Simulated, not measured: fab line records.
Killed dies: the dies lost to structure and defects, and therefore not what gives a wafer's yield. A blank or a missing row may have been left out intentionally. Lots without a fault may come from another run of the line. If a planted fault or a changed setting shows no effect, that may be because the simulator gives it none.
fab line records | flow sky130
[record] lots = 12 wafers = 36 lastDay = 50
route steps=708 shown CAP2M@616 VIA4@658 METAL5@663 PASSIVATION@681 PAD_OPEN@708
lots that met no fault: taken from a fault-free run of the same line
startH: the number of hours between the record's first day and the start of the first shown wafer of the lot | waitH: time in hours since the lot's previous step | " unchanged from the row above | L1.1+2: a row that stands for several wafers | - either no value or no given start | * or withheld: withheld | < > ~ a bound
route shown NAME@n: a module of which the file shows steps, and the number in the route of the first | usual: mean/standard deviation of fault-free wafers | same: alike in all rows | chamber/n: place in a boat | sites: the reading at each site | _std_site: their standard deviation | _edge_site: outer sites' mean less inner sites' | radiusMm: for every site, how far away it sits from the centre of the wafer | mask NAME#n: copy n | behind: the last tool/chamber to shape the wafer | hold: why the lot went on hold/how many hours it stayed there/how the hold came to an end | device: transistor that didn't switch, given as n, p or np | end of line: the tests these same wafers got at the end of their route | step lacking rows: just its recipe | killed: not the wafer's yield, but the dies lost to structure and defects at the first sort | map: shows each die of a wafer: x if killed, . if not, _ if none is there
set.NAME: the run value of the setting; set.NAME@STEP: its run value at that earlier step | model.NAME: the simulator's own value behind a step, which no gauge read
steps of the route over a sample of lots; a table a step, a row a wafer
services: the hour from which a tool's chamber was out of use, counted from the record's first day as startH (under 0 if before that day), plus the number of hours and why
[[steps]]
[step SKY_CAP2M_METAL_ETCH_13]
[recipe] targetDepthNm = 220 stopOn = SiO2 chemistry = Cl2/BCl3 target = TiN pressureMtorr = 10 icpW = 900 biasW = 48.5 Cl2_flow_sccm = 60 bcl3FlowSccm = 30 timeS = 62.9
[usual] drypumpMotorCurrentA = 5.8/0.33 oesProductAu = 0.940/0.0064 throttleValvePct = 21.901/0.0097
// columns lot.wafer tool chamber startH waitH drypumpMotorCurrentA oesProductAu rfHoursCounterH throttleValvePct
L503.1 rieMetal-04 0 946.52 0.0 5.1 0.943 11 21.890
L503.2 " 1 " " 5.2 0.946 10 21.912
L503.6 " 1 " " 5.3 0.939 - 21.921
L504.2 rieMetal-01 0 960.01 0.0 6.1 0.943 20 21.894
L504.3 " 1 " " 6.0 0.939 - 21.919
L504.6 " 1 " " 6.0 0.941 - 21.884
L506.2 rieMetal-01 1 973.97 0.0 5.9 0.936 14 21.910
L506.3 " 0 " " 6.1 0.939 - 21.899
L506.6 " 0 " " 6.1 0.936 - 21.912
L507.1 rieMetal-01 1 986.56 0.0 6.0 0.942 14 21.891
L507.3 " 0 " " 6.0 0.939 - 21.886
L507.4 " 1 " " 6.0 0.932 - 21.902
L509.3 rieMetal-02 1 991.18 0.0 6.0 0.934 - 21.899
L509.4 " 0 " " 5.6 0.952 - 21.881
L509.6 " 0 " " 5.6 0.933 - 21.911
L510.3 rieMetal-01 0 1003.47 0.1 6.0 0.946 - 21.902
L510.5 " 0 " " 6.0 0.936 - 21.916
L510.6 " 0 " " 6.0 0.947 - 21.901
L511.1 rieMetal-01 1 1013.21 0.0 5.9 0.945 16 21.905
L511.3 " 1 " " 5.9 0.948 - 21.906
L511.4 " 1 " " 6.0 0.939 - 21.896
L515.1 rieMetal-01 1 1036.51 0.0 5.9 0.944 19 21.892
L515.3 " 1 " " 6.0 0.938 - 21.908
L515.6 " 1 " " 5.9 0.943 - 21.901
L517.1 rieMetal-01 1 1049.01 0.0 6.0 0.939 20 21.900
L517.3 " 1 " " 6.0 0.946 - 21.900
L517.4 " 1 " " 5.9 0.944 - 21.911
L518.1 rieMetal-01 1 1056.72 0.0 6.0 0.937 20 21.899
L518.2 " 1 " " 6.0 0.949 - 21.900
L518.6 " 1 " " 6.0 0.940 - 21.892
L523.2 rieMetal-02 1 1086.01 0.0 6.0 0.940 16 21.912
L523.3 " 0 " " 5.6 0.936 - 21.896
L523.5 " 0 " " 5.6 0.932 - 21.914
L524.4 rieMetal-02 0 1087.68 0.0 5.6 0.937 - 21.891
L524.5 " 1 " " 6.0 0.926 - 21.919
L524.6 " 0 " " 5.6 0.931 - 21.912
[step SKY_VIA4_RS_MEAS_19]
[recipe] thkMeasGauge = four-point-probe reads = W_of_VIA4_CVD_18+TiN_of_VIA4_SPUTTER_17
[usual] VIA4_W_RS = 0.226/0.0043
// columns lot.wafer tool chamber startH waitH VIA4_W_RS[ohm/sq]
L503.1 filmMetro-01 - 997.07 0.1 0.230
L503.2 " - " " 0.217
L503.6 " - " " 0.234
L504.2 filmMetro-03 - 1009.50 0.1 0.223
L504.3 " - " " 0.224
L504.6 " - " " 0.224
L506.2 filmMetro-01 - 1022.66 0.1 0.220
L506.3 " - " " 0.230
L506.6 " - " " 0.230
L507.1 filmMetro-01 - 1035.84 0.1 0.217
L507.3 " - " " 0.217
L507.4 " - " " 0.229
L509.3 filmMetro-02 - 1039.83 0.1 0.230
L509.4 " - " " 0.230
L509.6 " - " " 0.230
L510.3 filmMetro-03 - 1050.38 0.1 0.230
L510.5 " - " " 0.229
L510.6 " - " " 0.226
L511.1 filmMetro-03 - 1059.74 0.1 0.228
L511.3 " - " " 0.215
L511.4 " - " " 0.228
L515.1 filmMetro-03 - 1082.69 0.1 0.226
L515.3 " - " " 0.226
L515.6 " - " " 0.227
L517.1 filmMetro-01 - 1094.02 0.1 0.229
L517.3 " - " " 0.228
L517.4 " - " " 0.229
L518.1 filmMetro-02 - 1102.24 0.1 0.229
L518.2 " - " " 0.227
L518.6 " - " " 0.228
L523.2 filmMetro-01 - 1130.11 0.1 0.221
L523.3 " - " " 0.224
L523.5 " - " " 0.231
L524.4 filmMetro-03 - 1130.34 0.1 0.230
L524.5 " - " " 0.231
L524.6 " - " " 0.229
[step SKY_METAL5_SPUTTER_02]
[recipe] material = AlCu targetThkNm = 1150 powerW = 10600 timeS = 61.2 chamberPressurePa = 0.4
[usual] chamberPressurePa = 0.4001/0.00079 throttleValvePct = 30.1/0.93
// columns lot.wafer tool chamber startH waitH chamberPressurePa throttleValvePct
L503.1 pvdSputter-01 - 997.60 0.0 0.4003 29.6
L503.2 " - " " 0.4010 30.9
L503.6 " - " " 0.3993 31.6
L504.2 pvdSputter-01 - 1010.01 0.0 0.4004 31.5
L504.3 " - " " 0.3981 30.5
L504.6 " - " " 0.4008 29.7
L506.2 pvdSputter-02 - 1023.17 0.0 0.3994 30.3
L506.3 " - " " 0.4002 30.2
L506.6 " - " " 0.3988 28.4
L507.1 pvdSputter-01 - 1036.37 0.0 0.3999 31.0
L507.3 " - " " 0.3996 30.4
L507.4 " - " " 0.3996 31.5
L509.3 pvdSputter-02 - 1040.35 0.0 0.4002 28.4
L509.4 " - " " 0.3995 30.9
L509.6 " - " " 0.3999 28.5
L510.3 pvdSputter-03 - 1050.87 0.0 0.4003 30.5
L510.5 " - " " 0.3990 30.7
L510.6 " - " " 0.4013 29.3
L511.1 pvdSputter-01 - 1060.27 0.0 0.3997 30.9
L511.3 " - " " 0.3999 31.0
L511.4 " - " " 0.4009 30.3
L515.1 pvdSputter-03 - 1083.22 0.0 0.4003 28.9
L515.3 " - " " 0.3995 30.8
L515.6 " - " " 0.4011 31.0
L517.1 pvdSputter-02 - 1094.55 0.0 0.3995 31.1
L517.3 " - " " 0.4001 30.2
L517.4 " - " " 0.4001 30.1
L518.1 pvdSputter-02 - 1102.77 0.0 0.3993 31.0
L518.2 " - " " 0.4009 30.1
L518.6 " - " " 0.4001 27.9
L523.2 pvdSputter-01 - 1130.67 0.0 0.3996 30.9
L523.3 " - " " 0.3989 29.7
L523.5 " - " " 0.3989 29.5
L524.4 pvdSputter-03 - 1130.92 0.0 0.4002 29.1
L524.5 " - " " 0.4000 28.8
L524.6 " - " " 0.3997 29.0
[step SKY_PASSIVATION_CVD_00]
[recipe] material = SiO2 targetThkNm = 90 tempC = 400 timeS = withheld rfW = 600
[usual] heaterPowerW = 626/100
// columns lot.wafer tool chamber startH waitH heaterPowerW
L503.1 pecvd-04 0 1021.33 0.0 654
L503.2 " 1 " " 543
L503.6 " 1 " " 551
L504.2 pecvd-04 0 1033.03 0.0 628
L504.3 " 1 " " 497
L504.6 " 2 " " 501
L506.2 pecvd-01 0 1046.19 0.0 802
L506.3 " 1 " " 529
L506.6 " 1 " " 530
L507.1 pecvd-01 1 1058.39 0.0 494
L507.3 " 2 " " 639
L507.4 " 2 " " 639
L509.3 pecvd-02 2 1063.03 0.0 598
L509.4 " 2 " " 605
L509.6 " 0 " " 574
L510.3 pecvd-01 0 1073.28 0.0 807
L510.5 " 1 " " 564
L510.6 " 0 " " 830
L511.1 pecvd-02 1 1081.74 0.0 615
L511.3 " 0 " " 575
L511.4 " 1 " " 616
L515.1 pecvd-01 1 1103.73 0.0 559
L515.3 " 1 " " 557
L515.6 " 1 " " 543
L517.1 pecvd-04 2 1115.49 0.0 597
L517.3 " 0 " " 720
L517.4 " 0 " " 715
L518.1 pecvd-01 1 1123.28 0.0 540
L518.2 " 2 " " 716
L518.6 " 2 " " 708
L523.2 pecvd-01 1 1150.40 0.0 613
L523.3 " 2 " " 743
L523.5 " 2 " " 750
L524.4 pecvd-04 1 1150.87 0.0 500
L524.5 " 0 " " 666
L524.6 " 2 " " 539
[step SKY_PAD_OPEN_PROBE_99]
[usual] defectLimitedYield = 82.4/2.2 killed_at_M0_to_M3 = 44/7.7 killed_at_M4_up = 3.2/1.7 killedAtContacts = 24/5.3 killedAtFrontEnd = 15/4.3 killedAtOther = 0.3/0.57 killedDies = 87/11 killedOpen = 47/7.4 killedShort = 40/6.5 sort_bin_3_pad_short = 0.8/0.4 sort_bin_5_function = 10.5/1.6 sort_bin_6_memory = 6.3/1.2 sortNPass = 405/11 sortYieldPct = 82.4/2.2
[same] grossDies = 492 killedAtBackSide = 0 sort_bin_4_leakage[%] = 0 sort_bin_8_speed[%] = 0
// columns lot.wafer tool chamber startH waitH hold defectLimitedYield[%] killed_at_M0_to_M3 killed_at_M4_up killedAtContacts killedAtFrontEnd killedAtOther killedDies killedOpen killedShort sort_bin_3_pad_short[%] sort_bin_5_function[%] sort_bin_6_memory[%] sortNPass sortYieldPct[%]
L503.1 prober-02 - 1068.65 0.1 - 82.5 51 2 27 5 1 86 48 38 0.6 10.6 6.3 406 82.5
L503.2 prober-02 - 1068.70 0.1 - 81.9 41 4 33 11 0 89 52 37 0.6 10.4 7.1 403 81.9
L503.6 prober-02 - 1068.90 0.2 - 81.9 51 5 22 11 0 89 48 41 0.6 10.0 7.5 403 81.9
L504.2 prober-01 - 1079.24 0.1 - 81.3 51 7 16 16 2 92 49 40 0.4 11.2 7.1 400 81.3
L504.3 prober-01 - 1079.29 0.2 - 79.9 61 2 25 11 0 99 50 48 0.8 12.2 7.1 393 79.9
L504.6 prober-01 - 1079.44 0.2 - 82.5 51 2 16 15 2 86 37 45 0.6 9.8 7.1 406 82.5
L506.2 prober-01 - 1091.25 0.1 - 84.6 39 1 29 6 1 76 41 35 0.2 7.9 7.3 416 84.6
L506.3 prober-01 - 1091.30 0.2 - 81.1 39 4 29 20 1 93 45 48 1.0 11.6 6.3 399 81.1
L506.6 prober-01 - 1091.45 0.2 - 78.3 58 6 25 18 0 107 57 50 1.2 14.2 6.3 385 78.3
L507.1 prober-02 - 1102.60 0.1 - 81.1 51 7 22 12 1 93 52 41 1.4 11.2 6.3 399 81.1
L507.3 prober-02 - 1102.70 0.2 - 80.1 47 5 25 20 1 98 60 38 0.8 10.8 8.3 394 80.1
L507.4 prober-02 - 1102.75 0.2 - 83.5 38 4 25 14 0 81 48 33 0.6 10.8 5.1 411 83.5
L509.3 prober-01 - 1107.59 0.2 - 79.9 45 0 36 18 0 99 51 48 2.0 9.3 8.7 393 79.9
L509.4 prober-01 - 1107.64 0.2 - 86.0 32 1 23 13 0 69 32 37 1.0 7.3 5.7 423 86.0
L509.6 prober-01 - 1107.74 0.2 - 82.9 57 3 17 7 0 84 46 38 0.8 8.9 7.3 408 82.9
L510.3 prober-01 - 1117.47 0.2 - 78.9 48 2 34 20 0 104 52 52 1.8 13.0 6.3 388 78.9
L510.5 prober-01 - 1117.57 0.2 - 82.9 43 2 22 16 1 84 49 35 0.4 9.1 7.5 408 82.9
L510.6 prober-01 - 1117.62 0.2 - 80.7 47 4 25 19 0 95 54 41 0.6 12.0 6.7 397 80.7
L511.1 prober-02 - 1123.20 0.1 - 84.8 45 2 18 10 0 75 46 29 0.2 9.6 5.5 417 84.8
L511.3 prober-02 - 1123.30 0.2 - 83.7 44 3 22 11 0 80 50 30 0.6 9.8 5.9 412 83.7
L511.4 prober-02 - 1123.35 0.2 - 82.5 37 3 29 17 0 86 45 41 0.8 9.6 7.1 406 82.5
L515.1 prober-02 - 1145.80 0.1 awaitDispo/2.3h/release 72.2 37 4 21 19 56 137 42 39 4.1 17.1 6.7 355 72.2
L515.3 prober-02 - 1145.90 0.2 awaitDispo/2.3h/release 70.5 44 3 24 17 57 145 45 43 2.8 19.7 6.9 347 70.5
L515.6 prober-02 - 1146.05 0.2 awaitDispo/2.3h/release 71.7 38 2 15 19 65 139 32 42 3.7 19.3 5.3 353 71.7
L517.1 prober-01 - 1155.76 0.1 awaitDispo/2.7h/release 71.7 50 2 21 9 57 139 39 43 2.8 18.3 7.1 353 71.7
L517.3 prober-01 - 1155.86 0.2 awaitDispo/2.7h/release 69.1 42 3 29 20 58 152 55 40 4.3 19.3 7.3 340 69.1
L517.4 prober-01 - 1155.91 0.2 awaitDispo/2.7h/release 70.5 47 1 22 25 50 145 54 42 2.8 19.9 6.7 347 70.5
L518.1 prober-02 - 1162.29 0.1 awaitDispo/4.7h/release 69.7 39 3 19 19 69 149 36 45 3.0 19.3 7.9 343 69.7
L518.2 prober-02 - 1162.34 0.1 awaitDispo/4.7h/release 71.7 30 3 24 19 63 139 39 37 2.6 18.5 7.1 353 71.7
L518.6 prober-02 - 1162.54 0.2 awaitDispo/4.7h/release 74.0 35 4 17 12 60 128 40 28 4.9 15.0 6.1 364 74.0
L523.2 prober-02 - 1187.59 0.1 - 84.1 38 3 16 21 0 78 33 45 1.0 8.9 5.9 414 84.1
L523.3 prober-02 - 1187.64 0.2 - 82.5 49 0 16 21 0 86 40 46 1.2 10.2 6.1 406 82.5
L523.5 prober-02 - 1187.74 0.2 - 82.7 36 3 31 15 0 85 49 36 0.4 10.2 6.7 407 82.7
L524.4 prober-01 - 1188.12 0.2 - 81.3 62 1 18 11 0 92 55 35 0.8 9.3 8.5 400 81.3
L524.5 prober-01 - 1188.17 0.2 - 82.7 41 1 30 13 0 85 44 40 1.6 8.9 6.7 407 82.7
L524.6 prober-01 - 1188.22 0.2 - 82.5 47 2 27 9 1 86 44 42 0.6 10.4 6.5 406 82.5
// killed by level:class
L503.1 VIA1:geometricParticle:open=12 CONTACT:geometricParticle:open=9 LI_CONTACT:geometricParticle:open=7 VIA1:geometricParticle:short=7 METAL2:geometricParticle:short=7 VIA2:geometricParticle:short=6 LOCAL_INTERCONNECT:geometricParticle:short=5 VIA2:geometricParticle:open=5
L503.2 CONTACT:geometricParticle:open=15 VIA1:geometricParticle:open=9 LI_CONTACT:geometricParticle:open=7 METAL1:geometricParticle:short=6 VIA2:geometricParticle:open=6 LOCAL_INTERCONNECT:geometricParticle:short=5 VIA1:geometricParticle:short=5 FIELD_ISO:geometricParticle:short=4
L503.6 VIA1:geometricParticle:open=12 CONTACT:geometricParticle:open=8 LI_CONTACT:geometricParticle:open=7 METAL1:geometricParticle:short=7 VIA1:geometricParticle:short=7 VIA2:geometricParticle:short=5 VIA2:geometricParticle:open=5 VIA3:geometricParticle:open=5
L504.2 VIA1:geometricParticle:open=11 VIA2:geometricParticle:open=8 METAL2:geometricParticle:short=8 FIELD_ISO:geometricParticle:open=6 CONTACT:geometricParticle:open=6 VIA2:geometricParticle:short=6 VIA3:geometricParticle:open=6 POLY_GATE:geometricParticle:open=5
L504.3 VIA1:geometricParticle:open=14 VIA3:geometricParticle:open=8 CONTACT:geometricParticle:open=7 VIA1:geometricParticle:short=7 LI_CONTACT:geometricParticle:open=6 METAL2:geometricParticle:short=6 METAL3:geometricParticle:short=6 FIELD_ISO:geometricParticle:open=5
L504.6 VIA1:geometricParticle:open=12 METAL1:geometricParticle:short=9 METAL3:geometricParticle:short=8 VIA2:geometricParticle:open=7 CONTACT:geometricParticle:open=6 FIELD_ISO:geometricParticle:short=5 LOCAL_INTERCONNECT:geometricParticle:short=4 CONTACT:geometricParticle:short=4
L506.2 CONTACT:geometricParticle:open=9 LI_CONTACT:geometricParticle:open=8 VIA1:geometricParticle:open=8 METAL2:geometricParticle:short=7 VIA2:geometricParticle:open=6 CONTACT:geometricParticle:short=5 VIA2:geometricParticle:short=5 LOCAL_INTERCONNECT:geometricParticle:short=4
L506.3 LI_CONTACT:geometricParticle:open=7 CONTACT:geometricParticle:open=7 CONTACT:geometricParticle:short=7 FIELD_ISO:geometricParticle:open=6 VIA1:geometricParticle:short=6 METAL2:geometricParticle:short=6 METAL3:geometricParticle:short=6 FIELD_ISO:geometricParticle:short=5
L506.6 VIA1:geometricParticle:open=12 CONTACT:geometricParticle:open=11 METAL1:geometricParticle:short=9 METAL2:geometricParticle:short=8 VIA2:geometricParticle:open=8 LI_CONTACT:geometricParticle:open=7 VIA1:geometricParticle:short=6 FIELD_ISO:geometricParticle:open=5
L507.1 METAL2:geometricParticle:short=11 VIA1:geometricParticle:open=10 VIA2:geometricParticle:open=10 CONTACT:geometricParticle:open=9 POLY_GATE:geometricParticle:open=7 VIA3:geometricParticle:open=6 METAL4:geometricParticle:short=6 VIA2:geometricParticle:short=5
L507.3 VIA3:geometricParticle:open=11 VIA1:geometricParticle:open=9 VIA2:geometricParticle:open=8 FIELD_ISO:geometricParticle:open=7 CONTACT:geometricParticle:open=7 LI_CONTACT:geometricParticle:open=6 CONTACT:geometricParticle:short=5 METAL1:geometricParticle:short=4
L507.4 CONTACT:geometricParticle:open=9 VIA3:geometricParticle:open=7 VIA2:geometricParticle:open=7 LI_CONTACT:geometricParticle:open=7 CONTACT:geometricParticle:short=7 METAL2:geometricParticle:short=6 VIA1:geometricParticle:open=5 FIELD_ISO:geometricParticle:open=4
L509.3 CONTACT:geometricParticle:open=15 VIA1:geometricParticle:open=11 VIA1:geometricParticle:short=9 CONTACT:geometricParticle:short=8 LOCAL_INTERCONNECT:geometricParticle:short=7 VIA3:geometricParticle:open=6 FIELD_ISO:geometricParticle:short=5 LI_CONTACT:geometricParticle:open=5
L509.4 CONTACT:geometricParticle:open=8 VIA1:geometricParticle:short=7 CONTACT:geometricParticle:short=7 VIA1:geometricParticle:open=7 FIELD_ISO:geometricParticle:open=6 METAL2:geometricParticle:short=6 POLY_GATE:geometricParticle:open=3 SPACER:geometricParticle:short=3
L509.6 VIA1:geometricParticle:open=18 VIA1:geometricParticle:short=9 VIA3:geometricParticle:open=6 CONTACT:geometricParticle:short=5 CONTACT:geometricParticle:open=5 METAL2:geometricParticle:short=5 VIA2:geometricParticle:open=5 METAL2:geometricParticle:open=4
L510.3 LI_CONTACT:geometricParticle:open=11 VIA2:geometricParticle:open=10 FIELD_ISO:geometricParticle:open=9 METAL1:geometricParticle:short=9 CONTACT:geometricParticle:short=8 VIA1:geometricParticle:open=7 FIELD_ISO:geometricParticle:short=5 LI_CONTACT:geometricParticle:short=5
L510.5 VIA1:geometricParticle:open=11 CONTACT:geometricParticle:short=9 VIA2:geometricParticle:open=9 LI_CONTACT:geometricParticle:open=5 METAL1:geometricParticle:short=5 VIA3:geometricParticle:open=5 FIELD_ISO:geometricParticle:open=4 POLY_GATE:geometricParticle:short=4
L510.6 CONTACT:geometricParticle:open=12 VIA1:geometricParticle:open=11 FIELD_ISO:geometricParticle:open=7 LI_CONTACT:geometricParticle:open=7 VIA1:geometricParticle:short=6 METAL2:geometricParticle:short=6 VIA2:geometricParticle:open=5 CONTACT:geometricParticle:short=4
L511.1 VIA1:geometricParticle:open=17 CONTACT:geometricParticle:open=7 VIA1:geometricParticle:short=6 LI_CONTACT:geometricParticle:open=5 VIA2:geometricParticle:open=5 CONTACT:geometricParticle:short=4 METAL2:geometricParticle:short=4 FIELD_ISO:geometricParticle:short=3
L511.3 VIA1:geometricParticle:open=16 CONTACT:geometricParticle:open=10 VIA2:geometricParticle:open=8 VIA3:geometricParticle:open=5 VIA1:geometricParticle:short=5 LI_CONTACT:geometricParticle:open=4 CONTACT:geometricParticle:short=4 METAL2:geometricParticle:short=4
L511.4 CONTACT:geometricParticle:open=11 VIA1:geometricParticle:open=11 LI_CONTACT:geometricParticle:open=8 METAL2:geometricParticle:short=8 POLY_GATE:geometricParticle:short=5 FIELD_ISO:geometricParticle:short=4 LI_CONTACT:geometricParticle:short=4 CONTACT:geometricParticle:short=4
L515.1 CAP2M:unspecified=56 FIELD_ISO:geometricParticle:open=9 METAL2:geometricParticle:short=8 VIA3:geometricParticle:open=7 VIA1:geometricParticle:open=7 LI_CONTACT:geometricParticle:open=5 LI_CONTACT:geometricParticle:short=5 CONTACT:geometricParticle:short=5
L515.3 CAP2M:unspecified=57 VIA3:geometricParticle:open=10 FIELD_ISO:geometricParticle:short=7 VIA2:geometricParticle:open=7 LI_CONTACT:geometricParticle:open=7 CONTACT:geometricParticle:open=6 VIA1:geometricParticle:open=6 POLY_GATE:geometricParticle:short=4
L515.6 CAP2M:unspecified=65 FIELD_ISO:geometricParticle:short=8 METAL1:geometricParticle:short=6 LOCAL_INTERCONNECT:geometricParticle:short=5 CONTACT:geometricParticle:open=5 VIA2:geometricParticle:open=5 FIELD_ISO:geometricParticle:open=4 VIA1:geometricParticle:open=4
L517.1 CAP2M:unspecified=56 VIA1:geometricParticle:open=9 CONTACT:geometricParticle:open=7 VIA2:geometricParticle:short=7 VIA3:geometricParticle:open=7 METAL1:geometricParticle:short=6 VIA2:geometricParticle:open=6 LI_CONTACT:geometricParticle:open=5
L517.3 CAP2M:unspecified=57 VIA1:geometricParticle:open=11 CONTACT:geometricParticle:open=10 LI_CONTACT:geometricParticle:open=8 VIA3:geometricParticle:open=7 POLY_GATE:geometricParticle:open=6 CONTACT:geometricParticle:short=5 METAL2:geometricParticle:short=5
L517.4 CAP2M:unspecified=49 VIA1:geometricParticle:open=11 VIA2:geometricParticle:open=11 CONTACT:geometricParticle:open=10 FIELD_ISO:geometricParticle:open=7 METAL1:geometricParticle:short=6 FIELD_ISO:geometricParticle:short=5 POLY_GATE:geometricParticle:short=5
L518.1 CAP2M:unspecified=68 VIA1:geometricParticle:open=8 VIA2:geometricParticle:open=7 FIELD_ISO:geometricParticle:short=6 LI_CONTACT:geometricParticle:short=6 METAL3:geometricParticle:short=6 METAL1:geometricParticle:short=5 LI_CONTACT:geometricParticle:open=5
L518.2 CAP2M:unspecified=63 CONTACT:geometricParticle:open=10 FIELD_ISO:geometricParticle:short=8 VIA1:geometricParticle:open=8 LI_CONTACT:geometricParticle:open=6 METAL2:geometricParticle:short=5 METAL1:geometricParticle:short=4 POLY_GATE:geometricParticle:open=3
L518.6 CAP2M:unspecified=60 LI_CONTACT:geometricParticle:open=10 VIA1:geometricParticle:open=8 VIA2:geometricParticle:open=7 METAL1:geometricParticle:short=5 VIA3:geometricParticle:open=5 FIELD_ISO:geometricParticle:open=4 VIA1:geometricParticle:short=4
L523.2 METAL1:geometricParticle:short=9 FIELD_ISO:geometricParticle:short=8 VIA1:geometricParticle:open=7 VIA3:geometricParticle:open=7 FIELD_ISO:geometricParticle:open=5 POLY_GATE:geometricParticle:short=5 LOCAL_INTERCONNECT:geometricParticle:short=5 METAL2:geometricParticle:short=5
L523.3 VIA1:geometricParticle:open=15 METAL2:geometricParticle:short=10 FIELD_ISO:geometricParticle:short=8 CONTACT:geometricParticle:open=7 VIA2:geometricParticle:short=6 POLY_GATE:geometricParticle:short=4 VIA2:geometricParticle:open=4 VIA3:geometricParticle:short=4
L523.5 VIA1:geometricParticle:open=9 VIA3:geometricParticle:open=8 FIELD_ISO:geometricParticle:open=7 LOCAL_INTERCONNECT:geometricParticle:short=7 CONTACT:geometricParticle:open=7 LI_CONTACT:geometricParticle:open=6 LI_CONTACT:geometricParticle:short=5 CONTACT:geometricParticle:short=4
L524.4 VIA1:geometricParticle:open=13 CONTACT:geometricParticle:open=11 METAL1:geometricParticle:short=11 VIA2:geometricParticle:open=9 VIA1:geometricParticle:short=6 VIA2:geometricParticle:short=5 CONTACT:geometricParticle:short=4 METAL2:geometricParticle:open=4
L524.5 CONTACT:geometricParticle:open=10 LI_CONTACT:geometricParticle:open=8 CONTACT:geometricParticle:short=7 VIA1:geometricParticle:open=6 VIA1:geometricParticle:short=6 VIA2:geometricParticle:short=5 VIA2:geometricParticle:open=5 VIA3:geometricParticle:open=5
L524.6 VIA1:geometricParticle:open=15 LI_CONTACT:geometricParticle:open=9 METAL1:geometricParticle:short=8 CONTACT:geometricParticle:open=7 POLY_GATE:geometricParticle:short=5 VIA2:geometricParticle:short=5 LOCAL_INTERCONNECT:geometricParticle:short=4 METAL2:geometricParticle:short=4
[[services]]
// columns tool chamber startH hours kind
pecvd-04 - 929.21 0.6 repair
pecvd-02 0 934.82 5.6 repair
rieMetal-01 1 935.69 20.8 repair
pvdSputter-02 - 945.25 1.4 repair
pvdSputter-01 - 951.27 4.6 repair
pvdSputter-02 - 954.11 7.1 repair
pecvd-01 1 962.52 21.6 repair
rieMetal-01 1 998.79 8.6 repair
pecvd-02 - 1000.63 1.0 repair
rieMetal-01 0 1005.77 28.4 repair
pvdSputter-01 - 1011.51 0.9 repair
pvdSputter-01 - 1013.53 1.3 repair
rieMetal-01 0 1034.19 - clean
rieMetal-01 0 1034.19 24.9 scheduledDown
pecvd-01 - 1037.12 0.8 repair
rieMetal-02 0 1037.48 9.4 repair
pecvd-04 - 1039.92 14.6 pm
pvdSputter-03 - 1058.21 7.2 repair
pecvd-04 1 1061.05 13.1 repair
pvdSputter-03 - 1076.68 0.8 repair
pecvd-01 2 1077.33 39.0 repair
pecvd-04 - 1138.00 6.0 pm
pecvd-01 - 1143.48 2.8 pm
pvdSputter-01 - 1148.77 3.7 repair
[[key]]
[firstSign] step = SKY_PAD_OPEN_PROBE_99 reading = killedAtOther direction = up sigmas = 59 usual = 0.3 struck = 59.4
[effect] step = SKY_PAD_OPEN_PROBE_99 reading = sort_bin_3_pad_short direction = up sigmas = 6.5 usual = 0.8 struck = 3.5
metAt SKY_CAP2M_METAL_ETCH_13
struckLots L515,L517,L518
notActingAt SKY_VIA4_RS_MEAS_19,SKY_METAL5_SPUTTER_02,SKY_PASSIVATION_CVD_00
onsetBetween 1013.21 1036.51
[fault] kind = chamberParticleSource tool = rieMetal-01 chamber = - onsetH = 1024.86 steps = SKY_CAP2M_METAL_ETCH_13 ratePerVisitCm2 = 1.3253 endH = 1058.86
